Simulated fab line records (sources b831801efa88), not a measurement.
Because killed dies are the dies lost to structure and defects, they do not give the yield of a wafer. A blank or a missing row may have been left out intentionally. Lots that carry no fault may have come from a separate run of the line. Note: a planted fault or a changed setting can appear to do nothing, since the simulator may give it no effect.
Comparing a struck lot with a sound one    flow sky130    18 out of 708 route steps
Sound: these wafers, L679.4, L679.5, L679.6. Wafers struck: L691.1, L691.4, L691.6. At the end, the cause is stated.
Per side, at each step with rows, come the tool, then ch with its chambers, and then its first start. Under that, the readings that differ: sound wafers    struck wafers    difference of the means    sigmas: that difference in standard deviations of wafers without a fault.
alike: readings with means less than 2 such deviations apart, plus words and numbers identical on both sides. not compared: withheld readings, readings lacking a value on some wafer, bounds such as >300 that could conceal the same value, and numbers that have no deviation in the record and whose values overlap.
The two part at a step that has a row with sigmas, a row that says differs or no value, or rows on one side only. Non-overlapping numbers with no deviation appear without sigmas and do not part them. Lack of a reading on every wafer of one side parts them only where that side has two or more wafers.

first, 5 steps without rows for these wafers: SKY_VIA4_COAT_06 (resist thk 1140 nm); SKY_VIA4_SOFTBAKE_07 (time 60 s); SKY_VIA4_EXPOSE_08 (exposes mask VIM4, target cd 800 nm); SKY_VIA4_PEB_09; SKY_VIA4_DEVELOP_10 (develop time 60 s).
SKY_VIA4_OVL_MEAS_11:
  sound on overlay-02, day 44 13:39; struck on overlay-01, day 47 15:02
  alike: VIA4_OVL
SKY_VIA4_ETCH_12: etches SiO2 in C4F8/O2/Ar, stops on TiN, target depth 580 nm.
  sound on rie-diel-04 ch 0,2,3, day 44 13:40; struck on rie-diel-04 ch 1,2,3, day 47 15:04
  alike: oes-product-au
SKY_VIA4_STRIP_13: strips in O2/N2.
  sound on plasma-asher-01 ch 0,1, day 44 13:46; struck on plasma-asher-04 ch 0, day 47 15:08
  alike: drypump-motor-current-A, oes-product-au, strip-time-to-endpoint-s
  not compared: rf-hours-counter-h
then, 3 steps without rows for these wafers: SKY_VIA4_STRIP_14 (strips in post etch residue remover, time 1200 s); SKY_VIA4_CLEAN_15 (cleans in IPA, time 180 s); SKY_VIA4_CLEAN_16 (cleans in O3/DIW).
SKY_VIA4_SPUTTER_17: material TiN, target thk 20 nm, time 80 s.
  sound on pvd-sputter-04, day 44 14:20; struck on pvd-sputter-01, day 47 15:44
  alike: throttle-valve-pct
SKY_VIA4_CVD_18: deposits W, target thk 505 nm, time 152.14 s.
  sound on cvd-w-02 ch 0,1, day 44 14:26; struck on cvd-w-01 ch 0,1, day 47 16:07
  alike: heater-power-outer-w, heater-power-w
SKY_VIA4_RS_MEAS_19: the measuring method here is four-point-probe.
  sound on film-metro-02, day 44 14:36; struck on film-metro-01, day 47 16:24
reading             sound                 struck                difference  sigmas
VIA4_W_RS (ohm/sq)  0.2295 0.2338 0.2302  0.1130 0.1122 0.1136  -0.1182     -47
SKY_VIA4_THK_MEAS_20: measures by xrf.
  sound on film-metro-02, day 44 14:41; struck on film-metro-01, day 47 16:31
reading          sound        struck  difference                     sigmas
VIA4_W_THK (nm)  488 484 489  - - -   no value on the struck wafers  
SKY_VIA4_CMP_21: polishes, stops on SiO2, t overpolish 25 s, target thk 0 nm.
  sound on cmp-02 ch 1,2, day 44 14:46; struck on cmp-01 ch 1,2, day 47 16:59
reading                 sound        struck       difference  sigmas
time-to-endpoint-s (s)  109 111 115  242 244 232  +128        +23
  alike: motor-current-A, overpolish-run-s
SKY_METAL5_SPUTTER_00: material Ti, target thk 15 nm, time 10 s.
  sound on pvd-sputter-03, day 44 15:01; struck on pvd-sputter-02, day 47 17:17
  alike: throttle-valve-pct
SKY_PAD_OPEN_PROBE_99:
  rows exist in the record for the sound wafers here (prober-01, day 47 11:46), none for the struck ones

## WHERE THEY PART
Earliest at SKY_VIA4_RS_MEAS_19; latest, in this record, at SKY_PAD_OPEN_PROBE_99.

WHY: what had been put in by the simulator
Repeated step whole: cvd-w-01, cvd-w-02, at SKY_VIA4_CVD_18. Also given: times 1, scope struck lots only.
